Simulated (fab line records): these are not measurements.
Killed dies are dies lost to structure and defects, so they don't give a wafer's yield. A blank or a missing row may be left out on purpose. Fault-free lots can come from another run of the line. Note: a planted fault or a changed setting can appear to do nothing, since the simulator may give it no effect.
Comparing a struck lot with a sound one    flow sky130    14 steps out of a route of 708
Sound: the wafers L585.4, L585.5, L585.6. Struck: wafers L581.2, L581.4, L581.5. At the end, the cause is stated.
For every step that has rows: the tool of each side, followed by ch and its chambers, followed by its first start. Under that, the readings that differ: sound wafers    struck wafers    difference of the means    sigmas: that difference in standard deviations of wafers without a fault.
alike: readings with means less than 2 such deviations apart, plus words and numbers identical on both sides. not compared: withheld readings, readings lacking a value on some wafer, bounds such as >300 that could conceal the same value, and numbers that have no deviation in the record and whose values overlap.
Wherever a step has rows on one side only, a row that says differs or no value, or a row with sigmas, the two part there. Non-overlapping numbers with no deviation appear without sigmas and do not part them. Lack of a reading on every wafer of one side parts them only where that side has two or more wafers.

first, 3 steps without rows for these wafers: SKY_METAL1_CLEAN_22 (cleans in IPA, time 180 s); SKY_METAL1_CLEAN_23 (cleans in O3/DIW); SKY_VIA1_HDPCVD_00 (deposits SiO2, target thk 1030 nm, time 171.7 s).
SKY_VIA1_THK_MEAS_01:
  sound: film_metro-04 at day 39 03:17; struck: film_metro-04 at day 38 17:11
  alike: VIA1_HDPCVD_THK
SKY_VIA1_CMP_02: polishes SiO2.
  sound on cmp-01 ch 0,1,2, day 39 03:28; struck on cmp-01 ch 0,1,3, day 38 17:14
  alike: edge_zone_pressure_frac, motor_current_A
SKY_VIA1_BOW_MEAS_03:
  sound: film_metro-04 at day 39 03:43; struck: film_metro-04 at day 38 17:33
  alike: VIA1_BOW
then, 6 steps without rows for these wafers: SKY_VIA1_DEHYDRATE_04 (time 60 s); SKY_VIA1_HMDS_05 (prime time 60 s); SKY_VIA1_COAT_06 (resist thk 60 nm); SKY_VIA1_COAT_07 (resist thk 450 nm); SKY_VIA1_SOFTBAKE_08 (time 90 s); SKY_VIA1_EXPOSE_09 (exposes mask VIM, target cd 150 nm).
SKY_VIA1_PEB_10:
  sound on litho_track-02 ch 0, day 40 03:00; struck on litho_track-03, day 39 18:00
reading          sound           struck  difference                     sigmas
exhaust_pa (Pa)  46.1 45.8 45.4  - - -   no value on the struck wafers  
  not compared: chill_plate_temp_C
then, 1 step without rows for these wafers: SKY_VIA1_DEVELOP_11 (develop time 60 s).

## WHERE THEY PART
Only at SKY_VIA1_PEB_10, as far as this record shows.

WHY: the cause the simulator had injected
Whole step skipped at SKY_VIA1_PEB_10 on litho_track-03, starting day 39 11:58. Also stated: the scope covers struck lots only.
